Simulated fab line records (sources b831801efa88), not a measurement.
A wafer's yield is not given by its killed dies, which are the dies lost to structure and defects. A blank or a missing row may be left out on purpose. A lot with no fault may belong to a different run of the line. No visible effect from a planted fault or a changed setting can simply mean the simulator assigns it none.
The tool behind it: which one? / flow sky130 / 6 lots, 18 wafers sampled, at 3 steps of a route of 708

## WHAT THE GAUGES SHOWED, per wafer
SKY_SD_N_RS_MEAS_16: uses a four-point probe to measure.
lot=L332; measured=day 28 20:49; on=filmMetro-01; SD_N_RS (ohm/sq)=68.31 68.33 68.33
lot=L336; measured=day 30 17:11; on=filmMetro-01; SD_N_RS (ohm/sq)=68.46 68.29 68.43
lot=L338; measured=day 31 11:33; on=filmMetro-02; SD_N_RS (ohm/sq)=68.36 68.33 68.51
lot=L340; measured=day 32 07:32; on=filmMetro-02; SD_N_RS (ohm/sq)=68.46 68.37 68.47
lot=L346; measured=day 33 13:17; on=filmMetro-04; SD_N_RS (ohm/sq)=71.29 71.40 71.38
lot=L350; measured=day 34 11:22; on=filmMetro-02; SD_N_RS (ohm/sq)=71.13 70.98 71.23

## WHAT TOOL EACH LOT RAN ON (gives the tool, then ch and the chambers of the sampled wafers, and finally the start)
lot=L332; SKY_POLY_CUT_ETCH_10=rieDiel-03 ch 0,2,3, day 25 05:25; SKY_SD_N_RTA_14=rtpAnneal-01 ch 0, day 28 20:38
lot=L336; SKY_POLY_CUT_ETCH_10=rieDiel-04 ch 1,3, day 27 04:53; SKY_SD_N_RTA_14=rtpAnneal-01 ch 0, day 30 17:01
lot=L338; SKY_POLY_CUT_ETCH_10=rieDiel-04 ch 0,2,3, day 27 23:07; SKY_SD_N_RTA_14=rtpAnneal-01 ch 0, day 31 11:23
lot=L340; SKY_POLY_CUT_ETCH_10=rieDiel-03 ch 1,2, day 28 20:01; SKY_SD_N_RTA_14=rtpAnneal-01 ch 0, day 32 07:21
lot=L346; SKY_POLY_CUT_ETCH_10=rieDiel-03 ch 0,2,3, day 30 03:31; SKY_SD_N_RTA_14=rtpAnneal-01 ch 0, day 33 13:07
lot=L350; SKY_POLY_CUT_ETCH_10=rieDiel-03 ch 2,3, day 31 03:16; SKY_SD_N_RTA_14=rtpAnneal-01 ch 0, day 34 11:10
- SKY_POLY_CUT_ETCH_10: etches BARC in N2/H2, stops on SiO2, time 45.9 s, target depth 60 nm.
- SKY_SD_N_RTA_14: time 2 s.

## THE ANSWER, worked out from the rows above alone
Rule: usual is defined by the lots themselves. The widest of any qualifying gaps counts: lots, ordered by their means at a reading, are off when they make up no more than a third of the lots, leave a main group of 4 or more, and stand apart from it by 3 or more times the standard deviation of that group's means. A main group is skipped when, at the precision printed for the reading in the tables above, its means are all equal. Also off: a lot with no number at a reading for which 4 or more lots have one. Any other lot the step has rows for is counted as sound.
Off: L346, L350, at SKY_SD_N_RS_MEAS_16 (SD_N_RS). Main group: mean 68.39 ohm/sq, sd 0.04.
If a tool, at a process step before that reading, ran all the lots that are off and no sound lot after the first of them, it fits. Those tools and the gauges at SKY_SD_N_RS_MEAS_16 are tried in the same way. Undecided on this evidence; 2 tools fit (rieDiel-03 at SKY_POLY_CUT_ETCH_10, rtpAnneal-01 at SKY_SD_N_RTA_14).

## WHAT THE SIMULATOR HAD INSERTED
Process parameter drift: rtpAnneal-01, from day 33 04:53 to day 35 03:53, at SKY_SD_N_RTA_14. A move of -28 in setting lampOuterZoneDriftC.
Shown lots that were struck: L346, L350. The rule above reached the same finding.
